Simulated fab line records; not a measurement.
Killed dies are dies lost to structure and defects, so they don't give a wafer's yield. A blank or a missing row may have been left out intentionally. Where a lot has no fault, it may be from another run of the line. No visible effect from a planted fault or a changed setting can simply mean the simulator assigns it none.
Which tool is to blame? + flow sky130 + Sampling: 24 lots, 72 wafers, 6 of 708 route steps

WHAT THE GAUGES SHOWED, per wafer
SKY_METAL1_RS_MEAS_05: measures by four-point-probe. Usual: for METAL1_ALCU_RS the level is 0.1266 ohm/sq and the standard deviation is 0.0018.
| lot  | measured     | on            | METAL1_ALCU_RS (ohm/sq) | flag |
|------|--------------|---------------|-------------------------|------|
| L074 | day 31 00:12 | film-metro-04 | 0.1277 0.1260 0.1241    |      |
| L075 | day 31 16:03 | film-metro-04 | 0.1247 0.1268 0.1280    |      |
| L076 | day 32 02:31 | film-metro-03 | 0.1272 0.1252 0.1259    |      |
| L077 | day 32 16:11 | film-metro-04 | 0.1260 0.1267 0.1263    |      |
| L078 | day 32 23:30 | film-metro-04 | 0.1297 0.1299 0.1284    |      |
| L079 | day 33 04:29 | film-metro-03 | 0.1252 0.1255 0.1261    |      |
| L080 | day 33 09:50 | film-metro-04 | 0.1260 0.1247 0.1248    |      |
| L081 | day 33 20:29 | film-metro-01 | 0.1305 0.1275 0.1302    |      |
| L082 | day 34 04:56 | film-metro-01 | 0.1273 0.1265 0.1262    |      |
| L083 | day 34 16:41 | film-metro-04 | 0.1244 0.1253 0.1258    |      |
| L084 | day 34 21:57 | film-metro-01 | 0.1217 0.1238 0.1230    |      |
| L085 | day 35 07:43 | film-metro-04 | 0.1282 0.1276 0.1267    |      |
| L086 | day 35 17:08 | film-metro-01 | 0.1288 0.1275 0.1276    |      |
| L087 | day 35 21:23 | film-metro-03 | 0.1280 0.1311 0.1283    |      |
| L088 | day 36 08:58 | film-metro-01 | 0.1271 0.1276 0.1266    |      |
| L089 | day 36 18:09 | film-metro-04 | 0.1276 0.1261 0.1279    |      |
| L090 | day 36 22:13 | film-metro-01 | 0.1269 0.1291 0.1257    |      |
| L091 | day 37 02:17 | film-metro-04 | 0.1271 0.1279 0.1268    |      |
| L092 | day 37 06:12 | film-metro-04 | 0.1237 0.1247 0.1239    |      |
| L093 | day 37 18:04 | film-metro-01 | 0.1252 0.1243 0.1262    |      |
| L094 | day 38 03:08 | film-metro-03 | 0.1248 0.1254 0.1264    |      |
| L095 | day 38 07:14 | film-metro-04 | 0.1276 0.1269 0.1273    |      |
| L096 | day 38 18:29 | film-metro-01 | 0.1303 0.1282 0.1299    |      |
| L097 | day 38 22:37 | film-metro-04 | 0.1285 0.1282 0.1274    |      |

SKY_METAL1_CD_MEAS_15: target cd 140 nm. Usual: cd-nm 140.5 nm, standard deviation 1.4.
| lot  | measured     | on        | cd-nm (nm)        | flag |
|------|--------------|-----------|-------------------|------|
| L074 | day 32 04:23 | cd-sem-01 | 142.2 140.1 140.1 |      |
| L075 | day 32 20:34 | cd-sem-02 | 139.0 142.0 139.9 |      |
| L076 | day 33 06:18 | cd-sem-02 | 139.1 138.3 138.3 |      |
| L077 | day 33 20:10 | cd-sem-02 | 141.4 142.2 141.3 |      |
| L078 | day 34 02:59 | cd-sem-01 | 139.8 138.3 138.5 |      |
| L079 | day 34 07:49 | cd-sem-02 | 143.1 141.9 142.0 |      |
| L080 | day 34 13:16 | cd-sem-02 | 140.5 141.0 140.7 |      |
| L081 | day 34 23:49 | cd-sem-02 | 138.0 138.2 139.9 |      |
| L082 | day 35 07:37 | cd-sem-01 | 139.6 139.6 140.7 |      |
| L083 | day 35 19:16 | cd-sem-01 | 141.4 141.0 140.8 |      |
| L084 | day 35 23:56 | cd-sem-01 | 141.6 142.2 141.9 |      |
| L085 | day 36 08:49 | cd-sem-02 | 139.8 139.7 141.9 |      |
| L086 | day 36 18:35 | cd-sem-02 | 138.9 140.9 140.8 |      |
| L087 | day 36 23:24 | cd-sem-01 | 138.2 138.9 138.0 |      |
| L088 | day 37 11:01 | cd-sem-01 | 140.6 141.0 140.4 |      |
| L089 | day 37 19:59 | cd-sem-01 | 139.5 140.4 141.1 |      |
| L090 | day 38 00:07 | cd-sem-02 | 142.7 143.2 143.2 |      |
| L091 | day 38 04:10 | cd-sem-02 | 140.0 141.7 141.2 |      |
| L092 | day 38 07:52 | cd-sem-02 | 144.7 144.1 141.2 |      |
| L093 | day 38 19:26 | cd-sem-01 | 140.6 140.7 140.9 |      |
| L094 | day 39 04:04 | cd-sem-01 | 141.9 141.4 141.9 |      |
| L095 | day 39 08:15 | cd-sem-01 | 139.3 138.9 138.4 |      |
| L096 | day 39 18:39 | cd-sem-01 | 142.3 141.0 141.4 |      |
| L097 | day 39 23:29 | cd-sem-02 | 139.7 140.1 140.9 |      |

SKY_VIA3_OVL_MEAS_13. Usual: for VIA3_OVL the level is 2 nm and the standard deviation is 5.2.
| lot  | measured     | on         | VIA3_OVL (nm) | flag |
|------|--------------|------------|---------------|------|
| L074 | day 39 04:09 | overlay-02 | -3 -1 -6      |      |
| L075 | day 39 16:41 | overlay-02 | 5 14 6        |      |
| L076 | day 40 03:56 | overlay-01 | 2 1 -6        |      |
| L077 | day 40 14:47 | overlay-02 | -1 2 -6       |      |
| L078 | day 40 21:33 | overlay-01 | -2 2 -4       |      |
| L079 | day 41 01:08 | overlay-01 | 2 9 4         |      |
| L080 | day 41 07:44 | overlay-01 | 0 0 2         |      |
| L081 | day 41 15:59 | overlay-01 | 1 4 -6        |      |
| L082 | day 41 22:08 | overlay-01 | 2 0 -1        |      |
| L083 | day 42 09:59 | overlay-02 | 8 2 11        |      |
| L084 | day 42 14:09 | overlay-02 | -7 -5 0       |      |
| L085 | day 42 20:50 | overlay-02 | 3 -1 -3       |      |
| L086 | day 43 07:35 | overlay-01 | 5 10 1        |      |
| L087 | day 43 10:21 | overlay-01 | 3 -1 -4       |      |
| L088 | day 43 19:20 | overlay-01 | 1 2 -1        |      |
| L089 | day 44 05:24 | overlay-02 | 3 2 -1        |      |
| L090 | day 44 07:56 | overlay-01 | 1 5 1         |      |
| L091 | day 44 11:14 | overlay-02 | 1 7 -1        |      |
| L092 | day 44 16:26 | overlay-01 | 5 11 13       |      |
| L093 | day 44 23:45 | overlay-02 | -4 7 0        |      |
| L094 | day 45 08:26 | overlay-01 | -6 3 4        |      |
| L095 | day 45 12:47 | overlay-01 | 11 8 10       |      |
| L096 | day 45 21:11 | overlay-01 | 6 7 2         |      |
| L097 | day 45 23:53 | overlay-01 | 0 4 4         |      |

WHICH TOOL RAN EACH LOT (tool, then ch and the chambers of the sampled wafers, then the start)
| lot  | SKY_VT_ADJUST_LVTN_STRIP_20          | SKY_CONTACT_ETCH_17                | SKY_METAL2_SPUTTER_01        |
|------|--------------------------------------|------------------------------------|------------------------------|
| L074 | plasma-asher-02 ch 0,1, day 7 08:54  | rie-diel-03 ch 1,2,3, day 30 22:43 | pvd-sputter-04, day 33 10:56 |
| L075 | plasma-asher-03 ch 0, day 7 20:51    | rie-diel-03 ch 0,1,3, day 31 14:28 | pvd-sputter-03, day 34 02:58 |
| L076 | plasma-asher-03 ch 0,1, day 8 04:32  | rie-diel-03 ch 0,1, day 32 00:58   | pvd-sputter-03, day 34 12:40 |
| L077 | plasma-asher-03 ch 0,1, day 8 13:27  | rie-diel-03 ch 0,1,3, day 32 14:43 | pvd-sputter-03, day 35 02:16 |
| L078 | plasma-asher-02 ch 0,1, day 8 21:24  | rie-diel-03 ch 2,3, day 32 21:58   | pvd-sputter-03, day 35 09:20 |
| L079 | plasma-asher-03 ch 0,1, day 9 00:03  | rie-diel-01 ch 2,3, day 33 02:58   | pvd-sputter-01, day 35 13:39 |
| L080 | plasma-asher-03 ch 0,1, day 9 06:39  | rie-diel-03 ch 1,2, day 33 08:22   | pvd-sputter-03, day 35 19:34 |
| L081 | plasma-asher-02 ch 0,1, day 9 15:45  | rie-diel-01 ch 0,1,2, day 33 19:01 | pvd-sputter-03, day 36 04:31 |
| L082 | plasma-asher-02 ch 1, day 9 19:16    | rie-diel-03 ch 1,2, day 34 03:25   | pvd-sputter-04, day 36 12:53 |
| L083 | plasma-asher-03 ch 0,1, day 10 05:55 | rie-diel-03 ch 0,1,2, day 34 15:10 | pvd-sputter-03, day 37 00:19 |
| L084 | plasma-asher-02 ch 0,1, day 10 10:09 | rie-diel-03 ch 0,3, day 34 20:25   | pvd-sputter-04, day 37 05:19 |
| L085 | plasma-asher-01 ch 0,1, day 10 19:49 | rie-diel-03 ch 0,1,2, day 35 06:13 | pvd-sputter-03, day 37 13:40 |
| L086 | plasma-asher-03 ch 0,1, day 11 02:54 | rie-diel-01 ch 0,3, day 35 15:34   | pvd-sputter-04, day 37 23:37 |
| L087 | plasma-asher-02 ch 0,1, day 11 05:56 | rie-diel-01 ch 0,1,3, day 35 19:52 | pvd-sputter-03, day 38 04:16 |
| L088 | plasma-asher-02 ch 0,1, day 11 14:12 | rie-diel-01 ch 1,2, day 36 07:28   | pvd-sputter-03, day 38 15:52 |
| L089 | plasma-asher-02 ch 0,1, day 12 01:28 | rie-diel-01 ch 0,3, day 36 16:31   | pvd-sputter-04, day 39 01:17 |
| L090 | plasma-asher-01 ch 0,1, day 12 01:46 | rie-diel-02 ch 0,3, day 36 20:40   | pvd-sputter-03, day 39 04:31 |
| L091 | plasma-asher-02 ch 0,1, day 12 08:22 | rie-diel-03 ch 0,3, day 37 00:46   | pvd-sputter-01, day 39 08:13 |
| L092 | plasma-asher-01 ch 0,1, day 12 16:28 | rie-diel-02 ch 2,3, day 37 04:40   | pvd-sputter-03, day 39 11:46 |
| L093 | plasma-asher-03 ch 0,1, day 13 04:18 | rie-diel-03 ch 0,1,3, day 37 16:34 | pvd-sputter-03, day 39 23:03 |
| L094 | plasma-asher-03 ch 0,1, day 13 09:57 | rie-diel-02 ch 0,1,2, day 38 01:40 | pvd-sputter-01, day 40 07:04 |
| L095 | plasma-asher-01 ch 0,1, day 13 15:26 | rie-diel-02 ch 0,2,3, day 38 05:43 | pvd-sputter-03, day 40 11:26 |
| L096 | plasma-asher-01 ch 0,1, day 14 03:41 | rie-diel-01 ch 2,3, day 38 16:58   | pvd-sputter-03, day 40 22:11 |
| L097 | plasma-asher-03 ch 0,1, day 14 05:45 | rie-diel-02 ch 0,1,3, day 38 21:07 | pvd-sputter-01, day 41 03:07 |
- SKY_VT_ADJUST_LVTN_STRIP_20: strips in O2/N2.
- SKY_CONTACT_ETCH_17: etches SiO2 in C4F8/O2/Ar, stops on Si3N4, target depth 340 nm.
- SKY_METAL2_SPUTTER_01: material TiN, target thk 20 nm, time 16.7 s.

AS READ BY THE TOOLS THEMSELVES (means over the sampled wafers that have a number; for cases with no such wafer, the mark the record gives instead)
SKY_VT_ADJUST_LVTN_STRIP_20. Usual: chamber-pressure-mTorr 1500.1 mTorr, standard deviation 1.3; drypump-motor-current-A 5.8 A, standard deviation 0.48; n2-flow-sccm 300.1 sccm, standard deviation 0.85; oes-product-au 0.715 a.u., standard deviation 0.0048; strip-time-to-endpoint-s 14.16 s, standard deviation 0.038.
| lot  | tool            | chamber-pressure-mTorr (mTorr) | drypump-motor-current-A (A) | n2-flow-sccm (sccm) | oes-product-au (a.u.) | strip-time-to-endpoint-s (s) | flag |
|------|-----------------|--------------------------------|-----------------------------|---------------------|-----------------------|------------------------------|------|
| L074 | plasma-asher-02 | 1500.0                         | 5.4                         | 299.7               | 0.715                 | 14.22                        |      |
| L075 | plasma-asher-03 | 1499.5                         | 6.2                         | 300.4               | 0.710                 | 14.15                        |      |
| L076 | plasma-asher-03 | 1500.0                         | 6.2                         | 300.4               | 0.714                 | 14.09                        |      |
| L077 | plasma-asher-03 | 1499.4                         | 6.2                         | 300.5               | 0.718                 | 14.16                        |      |
| L078 | plasma-asher-02 | 1501.3                         | 5.3                         | 299.4               | 0.716                 | 14.12                        |      |
| L079 | plasma-asher-03 | 1499.1                         | 6.2                         | 300.6               | 0.716                 | 14.17                        |      |
| L080 | plasma-asher-03 | 1498.9                         | 6.2                         | 299.8               | 0.715                 | 14.15                        |      |
| L081 | plasma-asher-02 | 1500.1                         | 5.6                         | 300.5               | 0.724                 | 14.19                        |      |
| L082 | plasma-asher-02 | 1499.5                         | 5.1                         | 300.5               | 0.713                 | 14.14                        |      |
| L083 | plasma-asher-03 | 1498.9                         | 6.2                         | 299.9               | 0.714                 | 14.16                        |      |
| L084 | plasma-asher-02 | 1500.6                         | 5.6                         | 300.3               | 0.717                 | 14.15                        |      |
| L085 | plasma-asher-01 | 1500.9                         | 5.5                         | 300.0               | 0.717                 | 14.08                        |      |
| L086 | plasma-asher-03 | 1500.9                         | 6.2                         | 299.4               | 0.713                 | 14.16                        |      |
| L087 | plasma-asher-02 | 1499.8                         | 5.6                         | 299.6               | 0.712                 | 14.15                        |      |
| L088 | plasma-asher-02 | 1500.9                         | 5.6                         | 300.3               | 0.714                 | 14.15                        |      |
| L089 | plasma-asher-02 | 1499.9                         | 5.4                         | 299.7               | 0.718                 | 14.19                        |      |
| L090 | plasma-asher-01 | 1501.9                         | 5.2                         | 301.7               | 0.717                 | 14.20                        |      |
| L091 | plasma-asher-02 | 1501.2                         | 5.6                         | 300.7               | 0.718                 | 14.15                        |      |
| L092 | plasma-asher-01 | 1500.0                         | 5.2                         | 299.7               | 0.715                 | 14.20                        |      |
| L093 | plasma-asher-03 | 1499.5                         | 6.2                         | 299.8               | 0.716                 | 14.20                        |      |
| L094 | plasma-asher-03 | 1500.3                         | 6.2                         | 300.7               | 0.720                 | 14.12                        |      |
| L095 | plasma-asher-01 | 1499.5                         | 5.2                         | 300.1               | 0.716                 | 14.20                        |      |
| L096 | plasma-asher-01 | 1500.2                         | 5.5                         | 299.8               | 0.715                 | 14.18                        |      |
| L097 | plasma-asher-03 | 1500.9                         | 6.2                         | 300.2               | 0.713                 | 14.15                        |      |

SKY_CONTACT_ETCH_17. Usual: chamber-pressure-mTorr 40.00 mTorr, standard deviation 0.041; oes-product-au 0.891 a.u., standard deviation 0.0048.
| lot  | tool        | chamber-pressure-mTorr (mTorr) | oes-product-au (a.u.) | flag |
|------|-------------|--------------------------------|-----------------------|------|
| L074 | rie-diel-03 | 40.04                          | 0.893                 |      |
| L075 | rie-diel-03 | 39.96                          | 0.893                 |      |
| L076 | rie-diel-03 | 39.97                          | 0.891                 |      |
| L077 | rie-diel-03 | 40.03                          | 0.887                 |      |
| L078 | rie-diel-03 | 40.01                          | 0.898                 |      |
| L079 | rie-diel-01 | 39.97                          | 0.894                 |      |
| L080 | rie-diel-03 | 40.00                          | 0.891                 |      |
| L081 | rie-diel-01 | 39.98                          | 0.889                 |      |
| L082 | rie-diel-03 | 40.00                          | 0.892                 |      |
| L083 | rie-diel-03 | 39.99                          | 0.887                 |      |
| L084 | rie-diel-03 | 40.00                          | 0.896                 |      |
| L085 | rie-diel-03 | 39.98                          | 0.889                 |      |
| L086 | rie-diel-01 | 40.02                          | 0.895                 |      |
| L087 | rie-diel-01 | 40.00                          | 0.892                 |      |
| L088 | rie-diel-01 | 40.01                          | 0.894                 |      |
| L089 | rie-diel-01 | 40.02                          | 0.892                 |      |
| L090 | rie-diel-02 | 40.01                          | 0.887                 |      |
| L091 | rie-diel-03 | 40.01                          | 0.893                 |      |
| L092 | rie-diel-02 | 40.02                          | 0.886                 |      |
| L093 | rie-diel-03 | 39.99                          | 0.888                 |      |
| L094 | rie-diel-02 | 40.01                          | 0.887                 |      |
| L095 | rie-diel-02 | 40.02                          | 0.890                 |      |
| L096 | rie-diel-01 | 40.06                          | 0.892                 |      |
| L097 | rie-diel-02 | 40.00                          | 0.887                 |      |

SKY_METAL2_SPUTTER_01. Usual: throttle-valve-pct 30.0 %, standard deviation 1.
| lot  | tool           | throttle-valve-pct (%) | flag |
|------|----------------|------------------------|------|
| L074 | pvd-sputter-04 | 29.2                   |      |
| L075 | pvd-sputter-03 | 30.8                   |      |
| L076 | pvd-sputter-03 | 30.7                   |      |
| L077 | pvd-sputter-03 | 30.0                   |      |
| L078 | pvd-sputter-03 | 30.0                   |      |
| L079 | pvd-sputter-01 | 29.1                   |      |
| L080 | pvd-sputter-03 | 30.2                   |      |
| L081 | pvd-sputter-03 | 30.9                   |      |
| L082 | pvd-sputter-04 | 29.1                   |      |
| L083 | pvd-sputter-03 | 29.6                   |      |
| L084 | pvd-sputter-04 | 28.9                   |      |
| L085 | pvd-sputter-03 | 30.2                   |      |
| L086 | pvd-sputter-04 | 31.4                   |      |
| L087 | pvd-sputter-03 | 29.4                   |      |
| L088 | pvd-sputter-03 | 30.2                   |      |
| L089 | pvd-sputter-04 | 29.5                   |      |
| L090 | pvd-sputter-03 | 29.6                   |      |
| L091 | pvd-sputter-01 | 29.5                   |      |
| L092 | pvd-sputter-03 | 30.2                   |      |
| L093 | pvd-sputter-03 | 30.5                   |      |
| L094 | pvd-sputter-01 | 29.1                   |      |
| L095 | pvd-sputter-03 | 30.8                   |      |
| L096 | pvd-sputter-03 | 30.2                   |      |
| L097 | pvd-sputter-01 | 29.5                   |      |

THE ANSWER, worked out from the rows above alone
Rule: lot off if the mean of its wafers having a number is beyond 3 standard deviations from the usual mean. Also off: a lot with no number at a reading for which 4 or more lots have one. All remaining lots with rows at the step are treated as sound. First the gauges in route order, then the tools' own readings, where a lot's mean is used as printed above. At the first step where some lot is off, the reading lying furthest off is the one used; lots without a number count as furthest.
None of the lots is off at any reading shown; this tells nothing.

WHAT THE SIMULATOR HAD PUT IN
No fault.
